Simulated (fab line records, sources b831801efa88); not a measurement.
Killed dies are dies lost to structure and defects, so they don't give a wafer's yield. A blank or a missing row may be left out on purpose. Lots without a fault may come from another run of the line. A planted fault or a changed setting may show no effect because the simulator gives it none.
fab line records | flow sky130 | part 1 of 2: steps 1 to 34 of 42
record lots=5 wafers=15 last_day=51
route steps=708 shown GATE_OXIDE@192 POLY_GATE@204 RES_PROTECT@206
lots that met no fault: from a run of the same line without faults
start_h: hours from the record's first day to the start of the lot's first wafer shown | wait_h: hours since the lot's step before | " the same as in the row above | L1.1+2: a row that stands for several wafers | - no value, or no start given | * or withheld: withheld | < > ~ a bound
route shown NAME@n: a module of which the file shows steps, and the number in the route of the first | usual: mean/standard deviation of fault-free wafers | same: alike in all rows | chamber/n: place in a boat | sites: the reading at each site | _std_site: their standard deviation | _edge_site: outer sites' mean less inner sites' | radius_mm: how far each site lies from the wafer's centre | mask NAME#n: copy n | behind: the tool/chamber that last shaped the wafer | hold: why the lot was held/for how many hours/how that ended | device: the transistor (n, p or np) that didn't switch | end of line: the same wafers' tests at the end of the route | a step without rows: its recipe alone | killed: dies lost to structure and defects at the first sort, not the wafer's yield | map: a wafer's dies, x killed, . not, _ none there
set.NAME: the setting as run; set.NAME@STEP: as run at that earlier step | model.NAME: the simulator's own value behind a step, which no gauge read
lots at some steps of the route; a table a step, a row a wafer
services: from which hour (start_h, from the record's first day; less than 0 if before it) a tool's chamber was out of use, for how many hours, and why
## steps
# step SKY_GATE_OXIDE_COAT_05
# recipe resist=NOVOLAK spin_rpm=3000 resist_thk_nm=1140
# columns lot.wafer tool chamber start_h wait_h
L079.2+5+6 litho_track-01 0 335.11 0.1
L080.1+5+6 litho_track-01 0 342.14 0.1
L087.2+4+6 litho_track-04 0 403.01 0.1
L091.1+2+5 litho_track-04 0 434.84 0.1
L097.2+4+5 litho_track-02 0 507.23 0.1
# step SKY_GATE_OXIDE_SOFTBAKE_06
# recipe temp_c=90 time_s=60 resist=NOVOLAK
# columns lot.wafer tool chamber start_h wait_h
L079.2+5+6 litho_track-01 0 335.26 0.1
L080.1+5+6 litho_track-01 0 342.29 0.1
L087.2+4+6 litho_track-04 0 403.16 0.1
L091.1+2+5 litho_track-04 0 434.99 0.1
L097.2+4+5 litho_track-02 0 507.38 0.1
# step SKY_GATE_OXIDE_EXPOSE_07
# recipe mask_id=LVOM na=0.6 source_shape=conventional sigma_outer=0.6 polarization=unpolarized target_cd_nm=600 dose_mj=170
# same na=0.6 sigma_outer=0.6
# columns lot.wafer tool chamber start_h wait_h mask
L079.2+5+6 iline_stepper-01 0 - - LVOM#0
L080.1+5+6 iline_stepper-02 0 - - LVOM#0
L087.2+4+6 iline_stepper-01 0 - - LVOM#0
L091.1+2+5 iline_stepper-02 0 - - LVOM#0
L097.2+4+5 iline_stepper-02 0 - - LVOM#0
# step SKY_GATE_OXIDE_PEB_08
# recipe temp_c=withheld time_s=* resist=NOVOLAK
# columns lot.wafer tool chamber start_h wait_h
L079.2+5+6 litho_track-02 0 - -
L080.1+5+6 litho_track-02 0 - -
L087.2+4+6 litho_track-04 0 - -
L091.1+2+5 litho_track-04 0 - -
L097.2+4+5 litho_track-04 0 - -
# step SKY_GATE_OXIDE_DEVELOP_09
# recipe resist=NOVOLAK developer=TMAH develop_time_s=60 dev_temp_c=23
# columns lot.wafer tool chamber start_h wait_h
L079.2+5+6 litho_track-02 0 348.63 0.1
L080.1+5+6 litho_track-02 0 355.70 0.1
L087.2+4+6 litho_track-04 0 418.26 0.1
L091.1+2+5 litho_track-04 0 450.84 0.1
L097.2+4+5 litho_track-04 0 522.21 0.1
# step SKY_GATE_OXIDE_OVL_MEAS_10
# usual GATE_OXIDE_OVL=0.3/1.6
# columns lot.wafer tool chamber start_h wait_h GATE_OXIDE_OVL[nm]
L079.2 overlay-02 - 348.76 0.1 -0.3
L079.5 " - " " 0.3
L079.6 " - " " 0.1
L080.1 overlay-02 - 355.85 0.1 -1.4
L080.5 " - " " -1.7
L080.6 " - " " -1.9
L087.2 overlay-01 - 418.39 0.1 0.3
L087.4 " - " " 1.1
L087.6 " - " " 2.0
L091.1 overlay-01 - 450.99 0.1 -0.7
L091.2 " - " " -0.4
L091.5 " - " " -0.1
L097.2 overlay-02 - 522.34 0.1 -0.9
L097.4 " - " " 0.9
L097.5 " - " " -1.7
# step SKY_GATE_OXIDE_IMPLANT_11
# recipe species=B energy_kev=10 dose_cm2=2.6e+12 tilt_deg=withheld
# usual beam_on_s=10.03/0.22
# columns lot.wafer tool chamber start_h wait_h beam_on_s
L079.2 implanter-02 0 348.81 0.0 10.21
L079.5 " 0 " " 9.93
L079.6 " 0 " " 10.35
L080.1 implanter-02 0 355.89 0.0 9.56
L080.5 " 0 " " 9.76
L080.6 " 0 " " 10.39
L087.2 implanter-01 0 418.45 0.0 9.81
L087.4 " 0 " " 9.91
L087.6 " 0 " " 9.66
L091.1 implanter-02 0 451.02 0.0 9.90
L091.2 " 0 " " 10.40
L091.5 " 0 " " 9.99
L097.2 implanter-01 0 522.40 0.0 9.83
L097.4 " 0 " " 10.21
L097.5 " 0 " " 10.20
# step SKY_GATE_OXIDE_WET_ETCH_12
# recipe chemistry=dHF target_depth_nm=16.8 dry=n2_spin target=SiO2 dilution=100:1 temp_c=25 time_s=336
# columns lot.wafer tool chamber start_h wait_h
L079.2+5+6 wet_bench-01 0 348.94 0.1
L080.1+5+6 wet_bench-02 3 356.04 0.1
L087.2+4+6 wet_bench-04 3 418.57 0.1
L091.1+2+5 wet_bench-02 0 451.17 0.1
L097.2+4+5 wet_bench-04 2 522.52 0.1
# step SKY_GATE_OXIDE_STRIP_13
# recipe chemistry=O2/N2 power_w=1400 pressure_mtorr=1500 platen_temp_c=withheld o2_flow_sccm=3000 n2_flow_sccm=300 overash_fraction=0.5
# usual drypump_motor_current_A=5.7/0.42 oes_product_au=0.716/0.0041 strip_time_to_endpoint_s=14.18/0.042
# columns lot.wafer tool chamber start_h wait_h drypump_motor_current_A oes_product_au rf_hours_counter_h strip_time_to_endpoint_s
L079.2 plasma_asher-02 1 349.04 0.0 5.1 0.717 66 14.17
L079.5 " 0 " " 6.3 0.720 - 14.25
L079.6 " 1 " " 5.1 0.719 - 14.14
L080.1 plasma_asher-01 0 356.14 0.0 5.3 0.715 23 14.26
L080.5 " 0 " " 5.3 0.712 - 14.24
L080.6 " 1 " " 6.2 0.716 - 14.23
L087.2 plasma_asher-01 1 418.68 0.0 6.2 0.714 29 14.23
L087.4 " 1 " " 6.2 0.720 - 14.17
L087.6 " 1 " " 6.2 0.713 - 14.23
L091.1 plasma_asher-01 0 451.28 0.0 5.3 0.715 32 14.21
L091.2 " 1 " " 6.1 0.716 32 14.15
L091.5 " 0 " " 5.3 0.712 - 14.17
L097.2 plasma_asher-02 0 522.62 0.0 6.3 0.716 81 14.12
L097.4 " 1 " " 5.1 0.717 - 14.06
L097.5 " 0 " " 6.2 0.720 - 14.13
# step SKY_GATE_OXIDE_TW_MEAS_14
# usual GATE_OXIDE_TW=224.5/1.6
# columns lot.wafer tool chamber start_h wait_h GATE_OXIDE_TW
L079.2 film_metro-02 - 349.15 0.1 222.9
L079.5 " - " " 223.2
L079.6 " - " " 222.7
L080.1 film_metro-04 - 356.24 0.1 224.7
L080.5 " - " " 224.6
L080.6 " - " " 226.4
L087.2 film_metro-04 - 418.79 0.1 224.5
L087.4 " - " " 224.5
L087.6 " - " " 225.4
L091.1 film_metro-04 - 451.38 0.1 226.7
L091.2 " - " " 225.9
L091.5 " - " " 227.3
L097.2 film_metro-03 - 522.73 0.1 224.4
L097.4 " - " " 224.5
L097.5 " - " " 226.1
# step SKY_GATE_OXIDE_CLEAN_15
# recipe chemistry=SC1/SC2 mix=1:4:20 temp_c=70 time_s=150 dry=n2_spin
# columns lot.wafer tool chamber start_h wait_h
L079.2+5+6 wet_bench-04 3 349.20 0.0
L080.1+5+6 wet_bench-04 1 356.30 0.1
L087.2+4+6 wet_bench-02 2 418.84 0.0
L091.1+2+5 wet_bench-04 2 451.44 0.1
L097.2+4+5 wet_bench-04 2 522.78 0.0
# step SKY_GATE_OXIDE_OXIDATION_16
# recipe temp_c=800 ambient=O2 idle_temp_c=700 ramp_up_c_per_min=10 ramp_down_c_per_min=3 stabilise_s=600 purge_s=300 target_thk_a=35.7 ox_time_s=1915
# usual spike_tc_centre_C=800.2/1.6 zone_power_centre_pct=16.1/1.4 zone_power_lower_pct=13.79/0.25
# columns lot.wafer tool chamber start_h wait_h spike_tc_centre_C zone_power_centre_pct zone_power_lower_pct
L079.2 furnace-02 0 349.71 0.5 799.8 13.9 13.51
L079.5 " 0 " " 800.8 14.2 13.41
L079.6 " 0 " " 801.3 14.0 13.42
L080.1 furnace-02 0 358.24 1.9 800.8 14.3 13.44
L080.5 " 0 " " 800.3 14.1 13.51
L080.6 " 0 " " 802.1 13.9 13.54
L087.2 furnace-01 0 419.34 0.5 800.4 17.4 14.05
L087.4 " 0 " " 799.5 16.9 13.82
L087.6 " 0 " " 798.4 16.9 14.07
L091.1 furnace-02 0 451.92 0.4 800.5 14.1 13.49
L091.2 " 0 " " 802.1 14.2 13.56
L091.5 " 0 " " 802.6 14.2 13.36
L097.2 furnace-02 0 522.83 0.0 802.7 14.0 13.37
L097.4 " 0 " " 804.2 13.9 13.52
L097.5 " 0 " " 802.3 13.9 13.39
# step SKY_POLY_GATE_CVD_00
# recipe material=poly-Si target_thk_nm=180 temp_c=620 time_s=720 pressure_mtorr=200
# usual spike_tc_centre_C=619.5/2 zone_power_centre_pct=8.9/1 zone_power_lower_pct=8.5/0.92
# columns lot.wafer tool chamber start_h wait_h spike_tc_centre_C zone_power_centre_pct zone_power_lower_pct
L079.2 lpcvd-01 0 351.24 0.0 621.1 7.3 9.8
L079.5 " 0 " " 622.1 7.2 9.9
L079.6 " 0 " " 621.7 7.3 10.0
L080.1 lpcvd-01 1 359.77 0.0 619.7 9.5 8.0
L080.5 " 1 " " 619.5 9.5 7.9
L080.6 " 1 " " 620.6 9.4 7.9
L087.2 lpcvd-01 0 420.87 0.0 623.3 7.4 10.1
L087.4 " 0 " " 623.1 7.1 10.1
L087.6 " 0 " " 622.1 7.2 10.0
L091.1 lpcvd-01 1 453.45 0.0 618.0 9.6 8.0
L091.2 " 1 " " 619.6 9.6 8.0
L091.5 " 1 " " 618.9 9.5 8.1
L097.2 lpcvd-01 1 524.37 0.0 619.6 9.5 7.9
L097.4 " 1 " " 616.2 9.5 7.9
L097.5 " 1 " " 619.0 9.7 7.9
# step SKY_POLY_GATE_THK_MEAS_01
# recipe reads=poly-Si_of_POLY_GATE_CVD_00
# usual POLY_GATE_CVD_00_THK=179.6/1.7
# columns lot.wafer tool chamber start_h wait_h POLY_GATE_CVD_00_THK[nm]
L079.2 film_metro-02 - 352.45 0.0 178.6
L079.5 " - " " 179.6
L079.6 " - " " 178.9
L080.1 film_metro-03 - 360.97 0.0 178.6
L080.5 " - " " 179.4
L080.6 " - " " 179.1
L087.2 film_metro-03 - 422.08 0.0 177.7
L087.4 " - " " 178.0
L087.6 " - " " 177.6
L091.1 film_metro-03 - 455.25 0.0 177.9
L091.2 " - " " 176.4
L091.5 " - " " 175.4
L097.2 film_metro-02 - 525.58 0.0 181.7
L097.4 " - " " 181.5
L097.5 " - " " 181.4
# step SKY_RES_PROTECT_DEHYDRATE_00
# recipe temp_c=200 time_s=60
# columns lot.wafer tool chamber start_h wait_h
L079.2+5+6 litho_track-03 0 365.62 13.2
L080.1+5+6 litho_track-03 0 374.85 13.9
L087.2+4+6 litho_track-03 0 436.57 14.5
L091.1+2+5 litho_track-04 0 469.44 14.2
L097.2+4+5 litho_track-04 0 539.76 14.2
# step SKY_RES_PROTECT_HMDS_01
# recipe prime_time_s=60 prime_temp_c=120
# columns lot.wafer tool chamber start_h wait_h
L079.2+5+6 litho_track-03 0 365.77 0.1
L080.1+5+6 litho_track-03 0 375.00 0.1
L087.2+4+6 litho_track-03 0 436.72 0.1
L091.1+2+5 litho_track-04 0 469.59 0.1
L097.2+4+5 litho_track-04 0 539.91 0.1
# step SKY_RES_PROTECT_COAT_02
# recipe resist=NOVOLAK spin_rpm=3000 resist_thk_nm=1140
# columns lot.wafer tool chamber start_h wait_h
L079.2+5+6 litho_track-03 0 365.92 0.1
L080.1+5+6 litho_track-03 0 375.15 0.1
L087.2+4+6 litho_track-03 0 436.87 0.1
L091.1+2+5 litho_track-04 0 469.74 0.1
L097.2+4+5 litho_track-04 0 540.06 0.1
# step SKY_RES_PROTECT_SOFTBAKE_03
# recipe temp_c=90 time_s=60 resist=NOVOLAK
# columns lot.wafer tool chamber start_h wait_h
L079.2+5+6 litho_track-03 0 366.07 0.1
L080.1+5+6 litho_track-03 0 375.30 0.1
L087.2+4+6 litho_track-03 0 437.02 0.1
L091.1+2+5 litho_track-04 0 469.89 0.1
L097.2+4+5 litho_track-04 0 540.21 0.1
# step SKY_RES_PROTECT_EXPOSE_04
# recipe mask_id=RPM na=0.6 source_shape=conventional sigma_outer=0.6 polarization=unpolarized target_cd_nm=1270 dose_mj=131
# same na=0.6 sigma_outer=0.6
# columns lot.wafer tool chamber start_h wait_h mask
L079.2+5+6 iline_stepper-02 0 - - RPM#0
L080.1+5+6 iline_stepper-02 0 - - RPM#0
L087.2+4+6 iline_stepper-01 0 - - RPM#0
L091.1+2+5 iline_stepper-02 0 - - RPM#0
L097.2+4+5 iline_stepper-01 0 - - RPM#0
# step SKY_RES_PROTECT_PEB_05
# recipe temp_c=withheld time_s=* resist=NOVOLAK
# columns lot.wafer tool chamber start_h wait_h
L079.2+5+6 litho_track-02 0 - -
L080.1+5+6 litho_track-04 0 - -
L087.2+4+6 litho_track-03 0 - -
L091.1+2+5 litho_track-02 0 - -
L097.2+4+5 litho_track-04 0 - -
# step SKY_RES_PROTECT_DEVELOP_06
# recipe resist=NOVOLAK developer=TMAH develop_time_s=60 dev_temp_c=23
# columns lot.wafer tool chamber start_h wait_h
L079.2+5+6 litho_track-02 0 380.53 0.1
L080.1+5+6 litho_track-04 0 389.44 0.1
L087.2+4+6 litho_track-03 0 453.12 0.1
L091.1+2+5 litho_track-02 0 485.25 0.1
L097.2+4+5 litho_track-04 0 555.16 0.1
# step SKY_POLY_GATE_IMPLANT_02
# recipe species=P energy_kev=30 dose_cm2=7.7e+15 tilt_deg=0
# usual beam_on_s=32.6/2
# columns lot.wafer tool chamber start_h wait_h beam_on_s
L079.2 implanter-04 0 380.68 0.1 31.7
L079.5 " 0 " " 31.7
L079.6 " 0 " " 32.5
L080.1 implanter-03 0 389.59 0.1 35.2
L080.5 " 0 " " 34.1
L080.6 " 0 " " 34.9
L087.2 implanter-01 0 453.27 0.1 30.2
L087.4 " 0 " " 30.2
L087.6 " 0 " " 31.0
L091.1 implanter-03 0 485.40 0.1 36.3
L091.2 " 0 " " 34.5
L091.5 " 0 " " 34.5
L097.2 implanter-03 0 555.31 0.1 35.6
L097.4 " 0 " " 35.9
L097.5 " 0 " " 35.3
# step SKY_RES_PROTECT_STRIP_07
# recipe chemistry=O2/N2 power_w=1400 pressure_mtorr=1500 platen_temp_c=withheld o2_flow_sccm=3000 n2_flow_sccm=300 overash_fraction=0.5
# usual drypump_motor_current_A=5.5/0.36 oes_product_au=0.518/0.0045 strip_time_to_endpoint_s=23.29/0.046
# columns lot.wafer tool chamber start_h wait_h drypump_motor_current_A oes_product_au rf_hours_counter_h strip_time_to_endpoint_s
L079.2 plasma_asher-03 1 380.80 0.1 5.6 0.517 57 23.31
L079.5 " 1 " " 5.6 0.523 - 23.32
L079.6 " 0 " " 5.7 0.523 - 23.29
L080.1 plasma_asher-04 0 389.74 0.1 5.3 0.519 70 23.28
L080.5 " 1 " " 5.1 0.513 - 23.22
L080.6 " 0 " " 5.2 0.521 - 23.27
L087.2 plasma_asher-03 1 453.40 0.1 5.6 0.509 64 23.28
L087.4 " 1 " " 5.6 0.528 - 23.23
L087.6 " 0 " " 5.7 0.522 - 23.29
L091.1 plasma_asher-03 0 485.55 0.1 5.7 0.526 68 23.33
L091.2 " 1 " " 5.6 0.518 68 23.31
L091.5 " 1 " " 5.6 0.523 - 23.30
L097.2 plasma_asher-04 1 555.44 0.1 5.1 0.520 13 23.24
L097.4 " 0 " " 5.2 0.520 - 23.27
L097.5 " 1 " " 5.1 0.519 - 23.29
# step SKY_RES_PROTECT_TW_MEAS_08
# usual POLY_GATE_TW=4068/24
# columns lot.wafer tool chamber start_h wait_h POLY_GATE_TW
L079.2 film_metro-03 - 380.91 0.1 4057
L079.5 " - " " 4065
L079.6 " - " " 4074
L080.1 film_metro-01 - 389.84 0.1 4089
L080.5 " - " " 4111
L080.6 " - " " 4080
L087.2 film_metro-04 - 453.51 0.1 4046
L087.4 " - " " 4056
L087.6 " - " " 4044
L091.1 film_metro-04 - 485.65 0.1 4096
L091.2 " - " " 4091
L091.5 " - " " 4076
L097.2 film_metro-04 - 555.55 0.1 4052
L097.4 " - " " 4053
L097.5 " - " " 4043
# step SKY_RES_PROTECT_CLEAN_09
# recipe chemistry=SC1/SC2 mix=1:4:20 temp_c=70 time_s=150 dry=n2_spin
# columns lot.wafer tool chamber start_h wait_h
L079.2+5+6 wet_bench-04 2 380.96 0.0
L080.1+5+6 wet_bench-04 0 389.90 0.1
L087.2+4+6 wet_bench-02 2 453.56 0.0
L091.1+2+5 wet_bench-02 2 485.71 0.1
L097.2+4+5 wet_bench-02 0 555.60 0.0
# step SKY_POLY_GATE_CVD_03
# recipe material=Si3N4 precursor=DCS/NH3 target_thk_nm=75 temp_c=770 time_s=1290 pressure_mtorr=250
# usual spike_tc_centre_C=770.0/1.2 zone_power_centre_pct=14.95/0.21 zone_power_lower_pct=12.1/0.47
# columns lot.wafer tool chamber start_h wait_h spike_tc_centre_C zone_power_centre_pct zone_power_lower_pct
L079.2 lpcvd-02 1 381.01 0.0 770.4 14.95 11.8
L079.5 " 1 " " 770.6 15.17 11.9
L079.6 " 1 " " 771.0 15.20 11.8
L080.1 lpcvd-02 0 389.95 0.0 770.3 14.65 12.8
L080.5 " 0 " " 770.7 14.74 12.7
L080.6 " 0 " " 769.4 14.63 12.8
L087.2 lpcvd-02 1 453.61 0.0 769.5 14.94 11.9
L087.4 " 1 " " 770.0 15.10 11.9
L087.6 " 1 " " 770.2 15.17 11.8
L091.1 lpcvd-02 1 485.76 0.0 771.7 15.12 11.8
L091.2 " 1 " " 771.3 15.14 11.7
L091.5 " 1 " " 771.6 15.13 11.7
L097.2 lpcvd-02 0 555.65 0.0 769.7 14.87 12.6
L097.4 " 0 " " 768.0 14.90 12.9
L097.5 " 0 " " 768.0 14.51 13.0
# step SKY_POLY_GATE_THK_MEAS_04
# recipe reads=Si3N4_of_POLY_GATE_CVD_03
# usual POLY_GATE_CVD_03_THK=75.4/0.7
# columns lot.wafer tool chamber start_h wait_h POLY_GATE_CVD_03_THK[nm]
L079.2 film_metro-02 - 382.38 0.0 75.2
L079.5 " - " " 75.0
L079.6 " - " " 74.9
L080.1 film_metro-02 - 391.31 0.0 75.8
L080.5 " - " " 75.4
L080.6 " - " " 75.5
L087.2 film_metro-01 - 454.98 0.0 75.5
L087.4 " - " " 75.3
L087.6 " - " " 75.4
L091.1 film_metro-03 - 487.12 0.0 74.1
L091.2 " - " " 73.7
L091.5 " - " " 73.8
L097.2 film_metro-03 - 557.69 0.0 76.0
L097.4 " - " " 76.3
L097.5 " - " " 75.4
# step SKY_POLY_GATE_DEHYDRATE_05
# recipe temp_c=200 time_s=60
# columns lot.wafer tool chamber start_h wait_h
L079.2+5+6 litho_track-03 0 396.37 14.0
L080.1+5+6 litho_track-03 0 405.45 14.1
L087.2+4+6 litho_track-01 0 469.16 14.2
L091.1+2+5 litho_track-01 0 501.78 14.7
L097.2+4+5 litho_track-03 0 571.42 13.7
# step SKY_POLY_GATE_HMDS_06
# recipe prime_time_s=60 prime_temp_c=120
# columns lot.wafer tool chamber start_h wait_h
L079.2+5+6 litho_track-03 0 396.52 0.1
L080.1+5+6 litho_track-03 0 405.60 0.1
L087.2+4+6 litho_track-01 0 469.31 0.1
L091.1+2+5 litho_track-01 0 501.93 0.1
L097.2+4+5 litho_track-03 0 571.57 0.1
# step SKY_POLY_GATE_COAT_07
# recipe resist=BARC temp_c=withheld time_s=withheld spin_rpm=3000 resist_thk_nm=110
# columns lot.wafer tool chamber start_h wait_h
L079.2+5+6 litho_track-03 0 396.67 0.1
L080.1+5+6 litho_track-03 0 405.75 0.1
L087.2+4+6 litho_track-01 0 469.46 0.1
L091.1+2+5 litho_track-01 0 502.08 0.1
L097.2+4+5 litho_track-03 0 571.72 0.1
# step SKY_POLY_GATE_COAT_08
# recipe resist=KrF-thick spin_rpm=3000 resist_thk_nm=450
# columns lot.wafer tool chamber start_h wait_h
L079.2+5+6 litho_track-03 0 - -
L080.1+5+6 litho_track-03 0 - -
L087.2+4+6 litho_track-01 0 - -
L091.1+2+5 litho_track-01 0 - -
L097.2+4+5 litho_track-03 0 - -
# step SKY_POLY_GATE_SOFTBAKE_09
# recipe temp_c=100 time_s=90 resist=KrF-thick
# columns lot.wafer tool chamber start_h wait_h
L079.2+5+6 litho_track-03 0 - -
L080.1+5+6 litho_track-03 0 - -
L087.2+4+6 litho_track-01 0 - -
L091.1+2+5 litho_track-01 0 - -
L097.2+4+5 litho_track-03 0 - -
# step SKY_POLY_GATE_EXPOSE_10
# recipe mask_id=P1M na=0.68 source_shape=conventional sigma_outer=0.6 target_cd_nm=150 dose_mj=28
# same na=0.68 sigma_outer=0.6
# columns lot.wafer tool chamber start_h wait_h mask
L079.2+5+6 krf_scanner-01 0 - - P1M#0
L080.1+5+6 krf_scanner-01 0 - - P1M#0
L087.2+4+6 krf_scanner-01 0 - - P1M#0
L091.1+2+5 krf_scanner-01 0 - - P1M#0
L097.2+4+5 krf_scanner-01 0 - - P1M#0
# step SKY_POLY_GATE_PEB_11
# recipe peb_temp_c=withheld peb_time_s=withheld resist=KrF-thick
# columns lot.wafer tool chamber start_h wait_h
L079.2+5+6 litho_track-04 0 - -
L080.1+5+6 litho_track-04 0 - -
L087.2+4+6 litho_track-03 0 - -
L091.1+2+5 litho_track-01 0 - -
L097.2+4+5 litho_track-03 0 - -
